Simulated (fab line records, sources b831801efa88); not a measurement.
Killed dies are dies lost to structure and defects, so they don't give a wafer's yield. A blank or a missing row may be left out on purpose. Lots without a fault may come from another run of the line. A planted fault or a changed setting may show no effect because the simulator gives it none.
Which tool did it? | flow gf180mcu | 6 lots, 18 wafers sampled, at 3 steps of a route of 602

WHAT THE GAUGES READ, wafer by wafer
GF_V4_RS_MEAS_24: measures by four-point-probe.
lot  | measured     | on            | V4_W_RS (ohm/sq)
L816 | day 25 17:50 | film_metro-03 | 0.391 0.394 0.387
L823 | day 28 02:04 | film_metro-01 | 0.326 0.326 0.330
L828 | day 29 18:16 | film_metro-03 | 0.330 0.330 0.331
L829 | day 30 00:11 | film_metro-01 | 0.329 0.331 0.331
L832 | day 30 16:27 | film_metro-03 | 0.336 0.334 0.335
L835 | day 31 22:11 | film_metro-03 | 0.332 0.333 0.332

WHICH TOOL RAN EACH LOT (tool, then ch and the chambers of the sampled wafers, then the start)
lot  | GF_M4_SPUTTER_04             | GF_V4_CVD_23
L816 | pvd_sputter-01, day 23 20:29 | cvd_w-02 ch 0,1, day 25 17:44
L823 | pvd_sputter-01, day 26 07:50 | cvd_w-01 ch 0, day 28 01:54
L828 | pvd_sputter-01, day 28 02:14 | cvd_w-01 ch 1, day 29 18:08
L829 | pvd_sputter-04, day 28 08:10 | cvd_w-02 ch 1, day 29 23:58
L832 | pvd_sputter-01, day 29 00:50 | cvd_w-01 ch 0,1, day 30 16:19
L835 | pvd_sputter-01, day 29 23:31 | cvd_w-02 ch 0,1, day 31 21:53
- GF_M4_SPUTTER_04: material TiN, target thk 50 nm, time 41.7 s.
- GF_V4_CVD_23: deposits W, target thk 350 nm, time 104.9 s.

THE ANSWER, worked out from the rows above alone
Rule: what is usual is taken from the lots themselves. Put in order of their means at a reading, lots are off if they are a third of the lots or fewer, leave a main group of 4 or more, and stand apart from it by a gap of 3 or more times the standard deviation of the main group's means; of several such gaps the widest counts. A main group whose means are all the same, to the digits that the tables above print for the reading, isn't used. A lot without any number at a reading at which 4 lots or more have one is off too. The other lots that the step has rows for count as sound.
Off: L816, at GF_V4_RS_MEAS_24 (V4_W_RS). The main group: mean 0.331 ohm/sq, standard deviation 0.0025.
A tool fits if, at a process step before that reading, it ran every lot that is off, and no sound lot after the first of them. The gauges at GF_V4_RS_MEAS_24 are tried like those tools. None of those tried fits.

WHAT THE SIMULATOR HAD PUT IN
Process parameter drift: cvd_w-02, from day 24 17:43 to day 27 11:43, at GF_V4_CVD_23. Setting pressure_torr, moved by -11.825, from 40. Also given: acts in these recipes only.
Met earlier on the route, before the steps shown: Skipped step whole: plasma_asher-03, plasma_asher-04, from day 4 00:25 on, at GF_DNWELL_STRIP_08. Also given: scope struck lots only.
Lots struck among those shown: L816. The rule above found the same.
